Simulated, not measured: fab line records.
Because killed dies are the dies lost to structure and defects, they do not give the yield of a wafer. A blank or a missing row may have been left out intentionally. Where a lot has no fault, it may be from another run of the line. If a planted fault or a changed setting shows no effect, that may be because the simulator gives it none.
A lot that was struck, set against a sound lot ; flow sky130 ; 15 steps out of a route of 708
Sound: the wafers L629.1, L629.3, L629.5. Wafers L633.2, L633.3, L633.4 were the ones struck. Last of all comes the cause.
Order at every step that has rows: each side's tool, ch and its chambers, its first start. Under that, the readings that differ: sound wafers ; struck wafers ; difference of the means ; sigmas: that difference in standard deviations of wafers without a fault.
alike: a reading whose means differ by less than 2 such deviations, as well as words and numbers matching on both sides. not compared: withheld readings; readings where some wafer has no value; bounds like >300 that might hide an equal value; numbers whose values overlap and for which the record gives no deviation.
Wherever a step has rows on one side only, a row that says differs or no value, or a row with sigmas, the two part there. When numbers do not overlap yet have no deviation, they are printed without sigmas and do not part them. A reading missing from all wafers of one side parts the sides only when that side holds two or more wafers.

SKY_POLY_GATE_THK_MEAS_01:
  sound on film metro-02 at day 15 08:47; struck on film metro-01 at day 16 16:50
  alike: POLY_GATE_CVD_00_THK
then, 8 steps without rows for these wafers: SKY_RES_PROTECT_DEHYDRATE_00 (time 60 s); SKY_RES_PROTECT_HMDS_01 (prime time 60 s); SKY_RES_PROTECT_COAT_02 (resist thk 1140 nm); SKY_RES_PROTECT_SOFTBAKE_03 (time 60 s); SKY_RES_PROTECT_EXPOSE_04 (exposes mask RPM, target cd 1270 nm); SKY_RES_PROTECT_PEB_05; SKY_RES_PROTECT_DEVELOP_06 (develop time 60 s); SKY_POLY_GATE_IMPLANT_02.
SKY_RES_PROTECT_STRIP_07: strips in O2/N2.
  sound on plasma asher-04 ch 1, day 16 12:28; struck on plasma asher-04 ch 0,1, day 17 21:49
reading;sound;struck;difference;sigmas
oes product au (a.u.);0.529 0.519 0.526;0.510 0.517 0.512;-0.012;-3
  alike: drypump motor current A, n2 flow sccm, strip time to endpoint s
  not compared: rf hours counter h
SKY_RES_PROTECT_TW_MEAS_08:
  sound on film metro-02 at day 16 12:34; struck on film metro-01 at day 17 21:55
reading;sound;struck;difference;sigmas
POLY_GATE_TW;4100 4096 4110;3988 4031 4025;-87;-3
then, 1 step without rows for these wafers: SKY_RES_PROTECT_CLEAN_09 (cleans in SC1/SC2, time 150 s).
SKY_POLY_GATE_CVD_03: deposits Si3N4 from DCS/NH3, target thk 75 nm, time 1290 s.
  sound on lpcvd-02 ch 0, day 16 14:12; struck on lpcvd-02 ch 0, day 17 22:01
reading;sound;struck;difference;sigmas
model.Si3N4_of_POLY_GATE_CVD_03.thk nm (nm);74.41 74.36 74.11;42.06 42.3 42.59;-31.98;
  alike: zone power centre pct
SKY_POLY_GATE_THK_MEAS_04:
  sound on film metro-04 at day 16 16:14; struck on film metro-02 at day 17 23:37
reading;sound;struck;difference;sigmas
POLY_GATE_CVD_03_THK (nm);74.5 74.4 74.1;42.1 42.3 42.6;-32.0;-47
  not compared: hold
SKY_PAD_OPEN_PROBE_99:
  rows exist in the record for the sound wafers here (prober-02, day 46 20:52), none for the struck ones

## WHERE THEY PART
At SKY_RES_PROTECT_STRIP_07 first; at SKY_PAD_OPEN_PROBE_99 last (within this record only).

WHY: the cause the simulator had injected
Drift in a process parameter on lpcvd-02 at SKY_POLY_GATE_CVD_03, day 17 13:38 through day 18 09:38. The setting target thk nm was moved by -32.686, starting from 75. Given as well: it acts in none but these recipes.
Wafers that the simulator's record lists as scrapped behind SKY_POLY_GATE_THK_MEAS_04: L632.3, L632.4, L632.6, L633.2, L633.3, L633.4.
